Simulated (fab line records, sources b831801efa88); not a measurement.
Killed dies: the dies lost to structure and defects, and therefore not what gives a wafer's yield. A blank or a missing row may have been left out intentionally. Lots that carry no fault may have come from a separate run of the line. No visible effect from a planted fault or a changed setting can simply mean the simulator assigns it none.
A lot that was struck, set against a sound lot ; flow sky130 ; 14 steps out of a route of 708
Sound: wafers L137.2, L137.3, L137.4. Struck: wafer L127.1. (L127.5 of the same lot was not struck and is left out.) The cause comes at the end.
At each step with rows: each side's tool, then ch and its chambers, then its first start. Under that, the readings that differ: sound wafers ; struck wafers ; difference of the means ; sigmas: that difference in standard deviations of wafers without a fault.
alike: readings whose means differ by less than 2 such deviations, and words and numbers that are the same on both sides. not compared: withheld readings, readings that some wafer has no value for, bounds like >300 that may hide the same value, and numbers for which the record gives no deviation and whose values overlap.
A row with sigmas, a row that says differs or no value, or rows on one side alone: a step with any of these is where the two part. When numbers do not overlap yet have no deviation, they are printed without sigmas and do not part them. A reading that every wafer of one side lacks parts them only if that side has two wafers or more.

first, 2 steps without rows for these wafers: SKY_VIA4_PEB_09; SKY_VIA4_DEVELOP_10 (develop time 60 s).
SKY_VIA4_OVL_MEAS_11:
  sound on overlay-02 at day 47 22:53; struck on overlay-01 at day 44 11:53
  alike: VIA4_OVL
SKY_VIA4_ETCH_12: etches SiO2 in C4F8/O2/Ar, stops on TiN, target depth 580 nm.
  sound on rie-diel-03 ch 1,2,3, day 47 22:55; struck on rie-diel-03 ch 3, day 44 11:55
reading;sound;struck;difference;sigmas
oes-product-au (a.u.);0.924 0.925 0.921;0.934;+0.011;+2
SKY_VIA4_STRIP_13: strips in O2/N2.
  sound on plasma-asher-03 ch 0,1, day 47 22:59; struck on plasma-asher-03 ch 0, day 44 11:59
reading;sound;struck;difference;sigmas
n2-flow-sccm (sccm);300.4 299.1 301.3;298.5;-1.8;-2
  alike: drypump-motor-current-A, oes-product-au, strip-time-to-endpoint-s
  not compared: rf-hours-counter-h
then, 3 steps without rows for these wafers: SKY_VIA4_STRIP_14 (strips in post etch residue remover, time 1200 s); SKY_VIA4_CLEAN_15 (cleans in IPA, time 180 s); SKY_VIA4_CLEAN_16 (cleans in O3/DIW).
SKY_VIA4_SPUTTER_17: material TiN, target thk 20 nm, time 80 s.
  sound on pvd-sputter-02 at day 48 00:04; struck on pvd-sputter-03 at day 44 12:35
  alike: cathode-dc-power-W, throttle-valve-pct
SKY_VIA4_CVD_18: deposits W, target thk 505 nm, time 152.14 s.
  sound on cvd-w-01 ch 0,1, day 48 00:07; struck on cvd-w-02 ch 1, day 44 12:39
  alike: heater-power-w
SKY_VIA4_RS_MEAS_19: a four-point-probe measurement.
  sound on film-metro-04 at day 48 00:17; struck on film-metro-02 at day 44 12:48
  alike: VIA4_W_RS
SKY_VIA4_THK_MEAS_20: measures by xrf.
  sound on film-metro-04 at day 48 00:24; struck on film-metro-02 at day 44 12:55
reading;sound;struck;difference;sigmas
VIA4_W_THK (nm);512 512 519;498;-16;-2
SKY_VIA4_CMP_21: polishes, stops on SiO2, t overpolish 25 s, target thk 0 nm.
  sound on cmp-01 ch 0,1,3, day 48 00:27; struck on cmp-02 ch 0, day 44 13:02
reading;sound;struck;difference;sigmas
overpolish-run-s (s);25.003 25.000 25.005;0.041;-24.962;-99 or more
time-to-endpoint-s (s);117 114 114;192;+77;+16
  alike: motor-current-A
SKY_METAL5_SPUTTER_00: material Ti, target thk 15 nm, time 10 s.
  sound wafers here have rows in the record (pvd-sputter-03, day 48 00:45); struck ones have none

WHERE THEY PART
Last at SKY_METAL5_SPUTTER_00 as far as this record goes, first at SKY_VIA4_ETCH_12.

WHY: whatever the simulator had introduced
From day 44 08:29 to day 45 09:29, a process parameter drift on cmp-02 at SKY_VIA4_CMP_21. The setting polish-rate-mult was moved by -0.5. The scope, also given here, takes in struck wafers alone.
